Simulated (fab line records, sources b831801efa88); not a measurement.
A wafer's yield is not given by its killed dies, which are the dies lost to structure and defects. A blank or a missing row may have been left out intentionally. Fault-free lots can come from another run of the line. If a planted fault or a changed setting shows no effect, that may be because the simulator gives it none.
fab line records -- flow sky130
record lots=5, wafers=15, lastDay=50
route steps=708 shown PWDE@84 VT_ADJUST_HVTP@85 VT_ADJUST_LVTN@97
lots with no fault: from the same line, run without faults
startH: hours from the record's first day to the start of the lot's first wafer shown -- waitH: hours from the lot's prior step to this one -- " as in the row above -- L1.1+2: several wafers, shown together as one row -- - no value present, or no start provided -- * or withheld: withheld -- < > ~ a bound
route shown NAME@n: NAME is a module with steps in the file, n the number in the route of the first one -- usual: mean and standard deviation over wafers with no fault -- same: alike in all rows -- chamber/n: place in a boat -- sites: each site's reading -- _std_site: standard deviation of those values -- _edge_site: mean of outer sites minus mean of inner sites -- radiusMm: how far each site lies from the wafer's centre -- mask NAME#n: copy n -- behind: the most recent tool/chamber to have shaped the wafer -- hold: why the lot went on hold/how many hours it stayed there/how the hold came to an end -- device: whichever transistor did not switch (one of n, p or np) -- end of line: tests run on the same wafers once the route is complete -- where a step has no rows: the recipe by itself -- killed: at the first sort, the dies lost to defects and structure; wafer yield is something else -- map: per-die view of a wafer (x killed, . not killed, _ where there is no die)
set.NAME: setting as actually run; set.NAME@STEP: the setting as run at that earlier step -- model.NAME: the simulator's own value behind a step, which no gauge read
lots at selected steps of the route; one table per step, one row per wafer
services: a tool's chamber out of use, with start hour (startH, from the record's first day; less than 0 if before it), hours out, and reason
## steps
# step SKY_NWELL_RS_MEAS_31
# recipe thkMeasGauge=four-point-probe
# usual PWDE_RS=5264/17
lot.wafer,tool,chamber,startH,waitH,PWDE_RS[ohm/sq]
L501.1,filmMetro-04,-,122.37,0.1,5256
L501.4,filmMetro-04,-,122.37,0.1,5279
L501.6,filmMetro-04,-,122.37,0.1,5269
L503.1,filmMetro-03,-,133.04,0.1,5310
L503.5,filmMetro-03,-,133.04,0.1,5291
L503.6,filmMetro-03,-,133.04,0.1,5294
L504.1,filmMetro-04,-,144.43,0.1,5260
L504.2,filmMetro-04,-,144.43,0.1,5267
L504.6,filmMetro-04,-,144.43,0.1,5274
L514.2,filmMetro-04,-,197.50,0.1,5250
L514.4,filmMetro-04,-,197.50,0.1,5250
L514.5,filmMetro-04,-,197.50,0.1,5240
L521.1,filmMetro-04,-,243.94,0.1,5254
L521.2,filmMetro-04,-,243.94,0.1,5241
L521.3,filmMetro-04,-,243.94,0.1,5267
# step SKY_VT_ADJUST_HVTP_DEHYDRATE_00
# recipe tempC=200, timeS=60
# step SKY_VT_ADJUST_HVTP_HMDS_01
# recipe primeTimeS=60, primeTempC=120
# step SKY_VT_ADJUST_HVTP_COAT_02
# recipe resist=NOVOLAK, spinRpm=3000, resistThkNm=1140
# step SKY_VT_ADJUST_HVTP_SOFTBAKE_03
# recipe tempC=90, timeS=60, resist=NOVOLAK
# step SKY_VT_ADJUST_HVTP_EXPOSE_04
# recipe maskId=HVTPM, na=0.6, sourceShape=conventional, sigmaOuter=0.6, polarization=unpolarized, targetCdNm=380, doseMj=140
# step SKY_VT_ADJUST_HVTP_PEB_05
# recipe tempC=withheld, timeS=*, resist=NOVOLAK
# step SKY_VT_ADJUST_HVTP_DEVELOP_06
# recipe resist=NOVOLAK, developer=TMAH, developTimeS=60, devTempC=23
# step SKY_VT_ADJUST_HVTP_CD_MEAS_07
# recipe targetCdNm=380
# usual cdNm=380.1/2.9
lot.wafer,tool,chamber,startH,waitH,cdNm
L501.1,cdSem-01,-,141.17,0.1,378.2
L501.4,cdSem-01,-,141.17,0.1,383.2
L501.6,cdSem-01,-,141.17,0.1,378.3
L503.1,cdSem-01,-,153.22,0.2,382.0
L503.5,cdSem-01,-,153.22,0.2,383.8
L503.6,cdSem-01,-,153.22,0.2,386.2
L504.1,cdSem-02,-,164.27,0.1,381.4
L504.2,cdSem-02,-,164.27,0.1,379.6
L504.6,cdSem-02,-,164.27,0.1,380.0
L514.2,cdSem-02,-,218.42,0.1,381.7
L514.4,cdSem-02,-,218.42,0.1,379.4
L514.5,cdSem-02,-,218.42,0.1,378.2
L521.1,cdSem-01,-,268.25,0.1,373.4
L521.2,cdSem-01,-,268.25,0.1,374.1
L521.3,cdSem-01,-,268.25,0.1,373.1
# step SKY_VT_ADJUST_HVTP_OVL_MEAS_08
# usual VT_ADJUST_HVTP_OVL=0.7/1.8
lot.wafer,tool,chamber,startH,waitH,VT_ADJUST_HVTP_OVL[nm]
L501.1,overlay-01,-,141.29,0.1,-2.3
L501.4,overlay-01,-,141.29,0.1,-1.0
L501.6,overlay-01,-,141.29,0.1,-1.5
L503.1,overlay-02,-,153.34,0.1,2.9
L503.5,overlay-02,-,153.34,0.1,1.5
L503.6,overlay-02,-,153.34,0.1,4.4
L504.1,overlay-02,-,164.39,0.1,2.3
L504.2,overlay-02,-,164.39,0.1,1.6
L504.6,overlay-02,-,164.39,0.1,2.3
L514.2,overlay-02,-,218.53,0.1,1.8
L514.4,overlay-02,-,218.53,0.1,1.5
L514.5,overlay-02,-,218.53,0.1,1.3
L521.1,overlay-01,-,268.37,0.1,1.9
L521.2,overlay-01,-,268.37,0.1,2.3
L521.3,overlay-01,-,268.37,0.1,2.1
# step SKY_VT_ADJUST_HVTP_IMPLANT_09
# recipe species=As, energyKev=150, doseCm2=4.3e+12, tiltDeg=withheld
# step SKY_VT_ADJUST_HVTP_STRIP_10
# recipe chemistry=O2/N2, powerW=1400, pressureMtorr=1500, platenTempC=withheld, o2FlowSccm=3000, n2FlowSccm=300, overashFraction=0.5
# usual drypumpMotorCurrentA=5.8/0.34, oesProductAu=0.716/0.0044, stripTimeToEndpointS=14.18/0.037
# same overashFraction=0.5
lot.wafer,tool,chamber,startH,waitH,drypumpMotorCurrentA,oesProductAu,rfHoursCounterH,stripTimeToEndpointS,model.NOVOLAK_of_VT_ADJUST_HVTP_COAT_02.thkNm
L501.1,plasmaAsher-01,0,141.47,0.1,5.8,0.716,2,14.19,0
L501.4,plasmaAsher-01,1,141.47,0.1,5.7,0.713,-,14.20,0
L501.6,plasmaAsher-01,1,141.47,0.1,5.7,0.712,-,14.17,0
L503.1,plasmaAsher-01,1,153.52,0.1,5.7,0.939,4,-,371
L503.5,plasmaAsher-01,1,153.52,0.1,5.7,0.943,-,-,369.4
L503.6,plasmaAsher-01,0,153.52,0.1,5.8,0.937,-,-,369.7
L504.1,plasmaAsher-03,0,164.57,0.1,6.0,0.725,35,14.22,0
L504.2,plasmaAsher-03,1,164.57,0.1,5.7,0.712,35,14.17,0
L504.6,plasmaAsher-03,0,164.57,0.1,6.0,0.718,-,14.19,0
L514.2,plasmaAsher-03,1,218.71,0.1,5.7,0.711,40,14.11,0
L514.4,plasmaAsher-03,1,218.71,0.1,5.7,0.722,-,14.19,0
L514.5,plasmaAsher-03,1,218.71,0.1,5.7,0.717,-,14.18,0
L521.1,plasmaAsher-02,1,268.56,0.1,5.2,0.709,59,14.23,0
L521.2,plasmaAsher-02,0,268.56,0.1,6.4,0.708,59,14.19,0
L521.3,plasmaAsher-02,1,268.56,0.1,5.2,0.719,-,14.16,0
# step SKY_VT_ADJUST_HVTP_TW_MEAS_11
# usual VT_ADJUST_HVTP_TW=1352/19
lot.wafer,tool,chamber,startH,waitH,VT_ADJUST_HVTP_TW
L501.1,filmMetro-03,-,141.57,0.1,1345
L501.4,filmMetro-03,-,141.57,0.1,1350
L501.6,filmMetro-03,-,141.57,0.1,1340
L503.1,filmMetro-01,-,153.62,0.1,1363
L503.5,filmMetro-01,-,153.62,0.1,1371
L503.6,filmMetro-01,-,153.62,0.1,1369
L504.1,filmMetro-01,-,164.67,0.1,1364
L504.2,filmMetro-01,-,164.67,0.1,1374
L504.6,filmMetro-01,-,164.67,0.1,1368
L514.2,filmMetro-01,-,218.82,0.1,1371
L514.4,filmMetro-01,-,218.82,0.1,1378
L514.5,filmMetro-01,-,218.82,0.1,1369
L521.1,filmMetro-01,-,268.66,0.1,1380
L521.2,filmMetro-01,-,268.66,0.1,1376
L521.3,filmMetro-01,-,268.66,0.1,1371
# step SKY_VT_ADJUST_LVTN_DEHYDRATE_00
# recipe tempC=200, timeS=60
# step SKY_VT_ADJUST_LVTN_HMDS_01
# recipe primeTimeS=60, primeTempC=120
# step SKY_VT_ADJUST_LVTN_COAT_02
# recipe spinRpm=2000, resistThkNm=3000
# step SKY_VT_ADJUST_LVTN_SOFTBAKE_03
# recipe tempC=110, timeS=withheld
# step SKY_VT_ADJUST_LVTN_EXPOSE_04
# recipe maskId=NWM_COMPLEMENT_LESS_NATIVE, na=0.6, sourceShape=conventional, sigmaOuter=0.6, polarization=unpolarized, targetCdNm=840, doseMj=194
# step SKY_VT_ADJUST_LVTN_PEB_05
# recipe tempC=115, timeS=withheld
# step SKY_VT_ADJUST_LVTN_DEVELOP_06
# recipe wallAngleDeg=90, developer=TMAH, developTimeS=60, devTempC=23
# step SKY_VT_ADJUST_LVTN_OVL_MEAS_07
# usual VT_ADJUST_LVTN_OVL=0.0/1.3
lot.wafer,tool,chamber,startH,waitH,VT_ADJUST_LVTN_OVL[nm]
L501.1,overlay-02,-,161.45,-,0.3
L501.4,overlay-02,-,161.45,-,-0.1
L501.6,overlay-02,-,161.45,-,0.3
L503.1,overlay-02,-,173.43,-,0.0
L503.5,overlay-02,-,173.43,-,-0.6
L503.6,overlay-02,-,173.43,-,1.0
L504.1,overlay-02,-,184.35,-,0.5
L504.2,overlay-02,-,184.35,-,0.9
L504.6,overlay-02,-,184.35,-,1.4
L514.2,overlay-01,-,241.85,-,0.6
L514.4,overlay-01,-,241.85,-,2.0
L514.5,overlay-01,-,241.85,-,1.4
L521.1,overlay-02,-,293.53,-,-0.6
L521.2,overlay-02,-,293.53,-,-0.1
L521.3,overlay-02,-,293.53,-,1.1
# step SKY_VT_ADJUST_LVTN_IMPLANT_08
# recipe species=B, energyKev=30, doseCm2=1.57e+12, tiltDeg=withheld
# step SKY_VT_ADJUST_LVTN_STRIP_09
# recipe chemistry=O2/N2, powerW=1400, pressureMtorr=1500, platenTempC=withheld, o2FlowSccm=3000, n2FlowSccm=300, overashFraction=0.5
# usual drypumpMotorCurrentA=5.7/0.44, oesProductAu=0.722/0.0045, stripTimeToEndpointS=36.92/0.12
# same overashFraction=0.5
lot.wafer,tool,chamber,startH,waitH,drypumpMotorCurrentA,oesProductAu,rfHoursCounterH,stripTimeToEndpointS
L501.1,plasmaAsher-02,1,161.64,0.1,5.2,0.726,48,37.01
L501.4,plasmaAsher-02,0,161.64,0.1,6.4,0.721,-,36.93
L501.6,plasmaAsher-02,1,161.64,0.1,5.2,0.723,-,37.02
L503.1,plasmaAsher-02,1,173.62,0.1,5.2,0.716,49,42.45
L503.5,plasmaAsher-02,0,173.62,0.1,6.4,0.725,-,42.33
L503.6,plasmaAsher-02,1,173.62,0.1,5.2,0.723,-,42.30
L504.1,plasmaAsher-01,1,184.53,0.1,5.7,0.722,7,37.06
L504.2,plasmaAsher-01,0,184.53,0.1,5.8,0.722,7,37.07
L504.6,plasmaAsher-01,0,184.53,0.1,5.8,0.721,-,37.00
L514.2,plasmaAsher-02,0,242.03,0.1,6.3,0.713,57,36.89
L514.4,plasmaAsher-02,0,242.03,0.1,6.4,0.726,-,36.98
L514.5,plasmaAsher-02,0,242.03,0.1,6.3,0.725,-,36.93
L521.1,plasmaAsher-02,0,293.71,0.1,6.3,0.720,62,36.93
L521.2,plasmaAsher-02,1,293.71,0.1,5.2,0.721,62,36.96
L521.3,plasmaAsher-02,0,293.71,0.1,6.4,0.726,-,37.02
# step SKY_VT_ADJUST_LVTN_TW_MEAS_10
# usual VT_ADJUST_LVTN_TW=240/3.4
lot.wafer,tool,chamber,startH,waitH,VT_ADJUST_LVTN_TW
L501.1,filmMetro-04,-,161.74,0.1,241
L501.4,filmMetro-04,-,161.74,0.1,242
L501.6,filmMetro-04,-,161.74,0.1,241
L503.1,filmMetro-01,-,173.72,0.1,30
L503.5,filmMetro-01,-,173.72,0.1,30
L503.6,filmMetro-01,-,173.72,0.1,30
L504.1,filmMetro-02,-,184.63,0.1,236
L504.2,filmMetro-02,-,184.63,0.1,237
L504.6,filmMetro-02,-,184.63,0.1,237
L514.2,filmMetro-02,-,242.14,0.1,239
L514.4,filmMetro-02,-,242.14,0.1,237
L514.5,filmMetro-02,-,242.14,0.1,237
L521.1,filmMetro-02,-,293.81,0.1,237
L521.2,filmMetro-02,-,293.81,0.1,237
L521.3,filmMetro-02,-,293.81,0.1,237
# step SKY_VT_ADJUST_LVTN_DEHYDRATE_11
# recipe tempC=200, timeS=60
## services
tool,chamber,startH,hours,kind
plasmaAsher-01,0,117.75,-,clean
plasmaAsher-01,1,117.75,-,clean
plasmaAsher-03,-,122.14,1.4,repair
## key
firstSign step=SKY_VT_ADJUST_HVTP_STRIP_10, reading=oesProductAu, direction=up, sigmas=51, usual=0.716, struck=0.940
effect step=SKY_VT_ADJUST_LVTN_STRIP_09, reading=stripTimeToEndpointS, direction=up, sigmas=47, usual=*, struck=*
effect step=SKY_VT_ADJUST_LVTN_TW_MEAS_10, reading=VT_ADJUST_LVTN_TW, direction=down, sigmas=62, usual=240, struck=30
modelEffect step=SKY_VT_ADJUST_HVTP_STRIP_10, value=NOVOLAK_of_VT_ADJUST_HVTP_COAT_02.thkNm, without=0, struck=370
metAt SKY_VT_ADJUST_HVTP_STRIP_10
struckWafers L503.1,L503.5,L503.6
sortLeftOut L503.1,L503.5,L503.6
testerLeftOut L503
onsetBetween 141.47 153.52
fault kind=stripAborted, tool=plasmaAsher-01, chamber=-, onsetH=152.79, steps=SKY_VT_ADJUST_HVTP_STRIP_10, offset=0.59692, endH=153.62
# testerLeftOut: of these lots the tester's yield and bins aren't shown, on N5 and GAA mostly nor the transistor test; their killed dies are dies lost to structure and defects alone, not to doping, threshold or leakage, so they don't give the yield
# sortLeftOut: the simulated sort isn't trusted on such a fault, so these wafers' sort isn't shown, and their yield isn't known
